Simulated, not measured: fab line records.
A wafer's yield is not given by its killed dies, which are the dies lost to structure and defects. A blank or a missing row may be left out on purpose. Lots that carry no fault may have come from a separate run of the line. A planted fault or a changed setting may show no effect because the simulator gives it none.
Comparing a struck lot with a sound one | flow sfq-line | 42 steps out of a route of 325
Sound: the wafers L583.1, L583.2, L583.4. Wafers L600.3, L600.4, L600.5 were the ones struck. Last of all comes the cause.
For every step that has rows: the tool of each side, followed by ch and its chambers, followed by its first start. Under that, the readings that differ: sound wafers | struck wafers | difference of the means | sigmas: that difference in standard deviations of wafers without a fault.
alike: readings with means less than 2 such deviations apart, plus words and numbers identical on both sides. not compared: withheld readings, readings lacking a value on some wafer, bounds such as >300 that could conceal the same value, and numbers that have no deviation in the record and whose values overlap.
The two part at a step that has a row with sigmas, a row that says differs or no value, or rows on one side only. Non-overlapping numbers with no deviation appear without sigmas and do not part them. A reading that every wafer of one side lacks parts them only if that side has two wafers or more.

first, 6 steps without rows for these wafers: SFQ_TRILAYER_M0_LITHO_COAT_026 (resist thk 62 nm); SFQ_TRILAYER_M0_LITHO_COAT_021 (resist thk 600 nm); SFQ_TRILAYER_M0_LITHO_SOFTBAKE_025; SFQ_TRILAYER_M0_LITHO_EXPOSE_022 (exposes mask M0, target cd 500 nm); SFQ_TRILAYER_M0_LITHO_PEB_024 (peb time 60 s); SFQ_TRILAYER_M0_LITHO_DEVELOP_023 (time 60 s).
SFQ_M0_OVL_MEAS_906:
  sound: overlay-01 at day 11 10:25; struck: overlay-02 at day 18 01:24
  alike: M0_OVL
SFQ_TRILAYER_M0_BARC_OPEN_METAL_ETCH_031: etches BARC in O2, target depth 125 nm, time 41.7 s.
  sound on rie-metal-01 ch 0,1, day 11 10:28; struck on rie-metal-01 ch 0,1, day 18 01:26
  alike: drypump-motor-current-A, oes-product-au
  not compared: rf-hours-counter-h
then, 4 steps without rows for these wafers: SFQ_TRILAYER_M0_ETCH_METAL_ETCH_024 (etches Nb in Cl2/Ar, stops on SiO2, target depth 240 nm, time 120 s); SFQ_TRILAYER_M0_STRIP_STRIP_025 (strips in O2); SFQ_TRILAYER_M0_STRIP_SOLV_CLEAN_026 (cleans in NMP, time 600 s); SFQ_TRILAYER_I0_DEP_PECVD_027 (deposits SiO2 from SiH4/N2O, time 111.11 s, target thk 500 nm).
SFQ_TRILAYER_I0_CMP_CMP_028: polishes SiO2.
  sound on cmp-01 ch 1,2,3, day 11 13:07; struck on cmp-01 ch 0,1,2, day 18 04:40
  no value came back on the struck wafers for edge-zone-pressure-frac, head-pressure-psi (psi), motor-current-A (A), time-to-endpoint-s (s); on the sound wafers edge-zone-pressure-frac reads 0.993 0.998 1.002
  reading                                             | sound             | struck          | difference | sigmas
  model.SiO2_of_TRILAYER_I0_DEP_PECVD_027.thk-nm (nm) | 201.3 198.9 200.2 | 480.2 495 501.8 | +292.2     |
SFQ_I0_BOW_MEAS_907:
  sound: film-metro-01 at day 11 16:07; struck: film-metro-01 at day 18 06:42
  alike: I0_BOW
SFQ_TRILAYER_I0_METRO_MEASURE_029:
  sound: film-metro-01 at day 11 16:14; struck: film-metro-01 at day 18 07:11
  reading     | sound             | struck            | difference | sigmas
  thk-nm (nm) | 201.3 199.0 200.3 | 480.1 494.9 501.7 | +292.0     | +99 or more
then, 6 steps without rows for these wafers: SFQ_TRILAYER_I0_VIA_LITHO_COAT_036 (resist thk 62 nm); SFQ_TRILAYER_I0_VIA_LITHO_COAT_031 (resist thk 650 nm); SFQ_TRILAYER_I0_VIA_LITHO_SOFTBAKE_035; SFQ_TRILAYER_I0_VIA_LITHO_EXPOSE_032 (exposes mask I0, target cd 500 nm); SFQ_TRILAYER_I0_VIA_LITHO_PEB_034 (peb time 60 s); SFQ_TRILAYER_I0_VIA_LITHO_DEVELOP_033 (time 60 s).
-- the record jumps here: 4 days lie between the struck wafers' starts before and after --
SFQ_I0_OVL_MEAS_908:
  sound: overlay-02 at day 16 20:28; struck: overlay-01 at day 22 14:55
  alike: I0_OVL
SFQ_TRILAYER_I0_VIA_BARC_OPEN_VIA_ETCH_046: etches BARC in O2, target depth 125 nm, time 41.7 s.
  sound on rie-diel-02 ch 1,2,3, day 16 20:30; struck on rie-diel-01 ch 0,1,2, day 22 14:56
  alike: drypump-motor-current-A, oes-product-au
  not compared: rf-hours-counter-h
SFQ_TRILAYER_I0_VIA_ETCH_VIA_ETCH_034: etches SiO2 in CHF3, stops on Nb, target depth 260 nm.
  sound on rie-diel-02 ch 1,2,3, day 16 20:32; struck on rie-diel-01 ch 0,1,2, day 22 14:58
  reading                        | sound             | struck            | difference | sigmas
  oes-product-au (a.u.)          | 0.862 0.856 0.854 | 1.638 1.624 1.633 | +0.774     | +99 or more
  model.etch.depth-nm (nm)       | 201.3 198.9 200.2 | 260.8 258.8 261.6 | +60.3      |
  model.I0.feature-depth-nm (nm) | 201.3 198.9 200.2 | 260.8 258.8 261.6 | +60.3      |
  alike: drypump-motor-current-A
then, 2 steps without rows for these wafers: SFQ_TRILAYER_I0_VIA_STRIP_STRIP_035 (strips in O2); SFQ_TRILAYER_I0_VIA_STRIP_SOLV_CLEAN_036 (cleans in NMP, time 600 s).
SFQ_TRILAYER_M1_DEP_PRE_CLEAN_038: time 22.5 s.
  sound: pvd-sputter-05 at day 16 21:25; struck: pvd-sputter-05 at day 22 15:52
  reading                                             | sound             | struck            | difference | sigmas
  model.SiO2_of_TRILAYER_I0_DEP_PECVD_027.thk-nm (nm) | 193.8 191.4 192.7 | 472.7 487.5 494.3 | +292.2     |
SFQ_TRILAYER_M1_DEP_SPUTTER_037: material Nb, target thk 200 nm, time 133.3 s.
  sound: pvd-sputter-05 at day 16 21:27; struck: pvd-sputter-05 at day 22 15:53
  alike: throttle-valve-pct
SFQ_M1_RS_MEAS_909: the measuring method here is four-point-probe.
  sound: film-metro-03 at day 16 21:32; struck: film-metro-04 at day 22 16:01
  alike: M1_NB_RS
then, 6 steps without rows for these wafers: SFQ_TRILAYER_M1_LITHO_COAT_044 (resist thk 62 nm); SFQ_TRILAYER_M1_LITHO_COAT_039 (resist thk 600 nm); SFQ_TRILAYER_M1_LITHO_SOFTBAKE_043; SFQ_TRILAYER_M1_LITHO_EXPOSE_040 (exposes mask M1, target cd 500 nm); SFQ_TRILAYER_M1_LITHO_PEB_042 (peb time 60 s); SFQ_TRILAYER_M1_LITHO_DEVELOP_041 (time 60 s).
-- the record jumps here: 6 days lie between the struck wafers' starts before and after --
SFQ_M1_OVL_MEAS_911:
  sound: overlay-01 at day 23 03:53; struck: overlay-01 at day 29 00:13
  alike: M1_OVL
then, 2 steps without rows for these wafers: SFQ_TRILAYER_M1_BARC_OPEN_METAL_ETCH_054 (etches BARC in O2, target depth 125 nm, time 41.7 s); SFQ_TRILAYER_M1_ETCH_METAL_ETCH_042 (etches Nb in Cl2/Ar, stops on SiO2, target depth 240 nm, time 120 s).
SFQ_TRILAYER_M1_STRIP_STRIP_043: strips in O2.
  sound on rie-metal-04 ch 0,1, day 23 04:06; struck on rie-metal-04 ch 0,1, day 29 00:38
  alike: drypump-motor-current-A, oes-product-au
  not compared: rf-hours-counter-h
then, 1 step without rows for these wafers: SFQ_TRILAYER_M1_STRIP_SOLV_CLEAN_044 (cleans in NMP, time 600 s).
SFQ_TRILAYER_I1_DEP_PECVD_045: deposits SiO2 from SiH4/N2O, time 111.11 s, target thk 500 nm.
  sound on pecvd-01 ch 0,1, day 23 05:03; struck on pecvd-02 ch 1,2, day 29 01:13
  alike: heater-power-w, throttle-valve-pct
-- the record jumps here: 56 days lie between the struck wafers' starts before and after --
SFQ_M8_BOW_MEAS_951:
  sound: film-metro-03 at day 79 21:45; struck: film-metro-04 at day 85 06:04
  reading                 | sound             | struck            | difference | sigmas
  model.etest.i0.link-ohm | 1.964 1.946 1.951 | 1e+06 1e+06 1e+06 | +1e+06     |
  alike: M8_BOW

== WHERE THEY PART ==
Earliest at SFQ_TRILAYER_I0_CMP_CMP_028; latest, in this record, at SFQ_TRILAYER_I0_VIA_ETCH_VIA_ETCH_034. Later steps at which nothing parts them and some readings are alike: SFQ_TRILAYER_M1_DEP_SPUTTER_037, SFQ_M1_RS_MEAS_909, SFQ_M1_OVL_MEAS_911, SFQ_TRILAYER_M1_STRIP_STRIP_043, SFQ_TRILAYER_I1_DEP_PECVD_045, SFQ_M8_BOW_MEAS_951.

WHY: what the simulator had put in
Skipped step whole: cmp-01, from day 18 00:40 on, at SFQ_TRILAYER_I0_CMP_CMP_028. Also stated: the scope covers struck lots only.
